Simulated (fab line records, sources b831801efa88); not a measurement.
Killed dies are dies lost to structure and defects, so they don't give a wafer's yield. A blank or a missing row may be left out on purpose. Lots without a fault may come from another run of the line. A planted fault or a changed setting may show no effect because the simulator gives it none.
Which tool did it? | flow gf180mcu | 6 lots, 18 wafers sampled, at 1 step of a route of 602

WHAT THE GAUGES READ, wafer by wafer
GF_M1_CD_MEAS_14: target cd 230 nm.
lot  | measured     | on        | cd_nm (nm)
L326 | day 18 02:14 | cd_sem-02 | 231.0 229.9 230.9
L328 | day 19 01:49 | cd_sem-02 | 230.6 229.5 229.8
L335 | day 21 07:29 | cd_sem-01 | 227.8 229.2 229.4
L340 | day 22 23:09 | cd_sem-01 | 229.6 228.7 231.0
L344 | day 24 05:29 | cd_sem-01 | 230.3 231.0 231.7
L346 | day 24 20:42 | cd_sem-02 | 229.0 229.6 229.2

WHICH TOOL RAN EACH LOT (tool, then ch and the chambers of the sampled wafers, then the start)
The record holds no process step before these readings.

THE ANSWER, worked out from the rows above alone
Rule: what is usual is taken from the lots themselves. Put in order of their means at a reading, lots are off if they are a third of the lots or fewer, leave a main group of 4 or more, and stand apart from it by a gap of 3 or more times the standard deviation of the main group's means; of several such gaps the widest counts. A main group whose means are all the same, to the digits that the tables above print for the reading, isn't used. A lot without any number at a reading at which 4 lots or more have one is off too. The other lots that the step has rows for count as sound.
No lot is off at any reading shown: from this, nothing can be told.

WHAT THE SIMULATOR HAD PUT IN
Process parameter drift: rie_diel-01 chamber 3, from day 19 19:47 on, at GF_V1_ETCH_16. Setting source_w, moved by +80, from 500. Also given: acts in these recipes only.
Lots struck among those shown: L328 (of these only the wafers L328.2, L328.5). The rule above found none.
